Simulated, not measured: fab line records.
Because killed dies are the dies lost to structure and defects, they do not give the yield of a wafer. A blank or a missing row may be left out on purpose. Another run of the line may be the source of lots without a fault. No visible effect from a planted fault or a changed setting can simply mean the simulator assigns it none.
2 desks, one fault -- flow sky130 -- each desk has only its own numbers; what lay behind them comes last

## FOR THE TOOL OWNER'S DESK: pvdSputter-02
At SKY_METAL3_SPUTTER_04 (material TiN, target thk 70 nm, time 58.3 s) the tool's own readings: per lot run on this tool, the mean of the sampled wafers that have a number. If a lot's mean is further than 4 standard deviations from the usual mean, the lot is out of limits and carries the mark OUT (the distance appears in the brackets).
Columns: A = throttleValvePct at SKY_METAL3_SPUTTER_04, usual 30.2 %
lot,first seen here,A
L820,day 37 10:33,29.6
L823,day 38 09:27,29.7
L824,day 38 10:49,30.0
L825,day 38 16:31,30.2
L829,day 39 20:01,29.6
L830,day 40 08:18,29.7
L831,day 40 11:38,29.5
This desk found nothing out of limits on any of the 7 lots.

## AT THE METROLOGY DESK
Lot by lot, what the gauges showed, no matter which tool ran the lot: averages of those sampled wafers that carry a number. If a lot's mean is further than 4 standard deviations from the usual mean, the lot is out of limits and carries the mark OUT (the distance appears in the brackets).
Columns: A = VIA2_W_THK at SKY_VIA2_THK_MEAS_23, usual 416 nm
lot,first seen here,A
L817,day 36 07:43,425
L820,day 37 10:06,418
L821,day 37 15:09,420
L823,day 38 09:01,415
L824,day 38 10:22,417
L825,day 38 16:03,413
L826,day 38 22:24,415
L829,day 39 19:33,419
L830,day 40 07:51,414
L831,day 40 11:11,413
This desk found nothing out of limits on any of the 10 lots.

## TAKEN TOGETHER
The desk of the tool owner found nothing out of limits.
The metrology desk saw nothing out of limits.

## WHAT THE SIMULATOR HAD INSERTED
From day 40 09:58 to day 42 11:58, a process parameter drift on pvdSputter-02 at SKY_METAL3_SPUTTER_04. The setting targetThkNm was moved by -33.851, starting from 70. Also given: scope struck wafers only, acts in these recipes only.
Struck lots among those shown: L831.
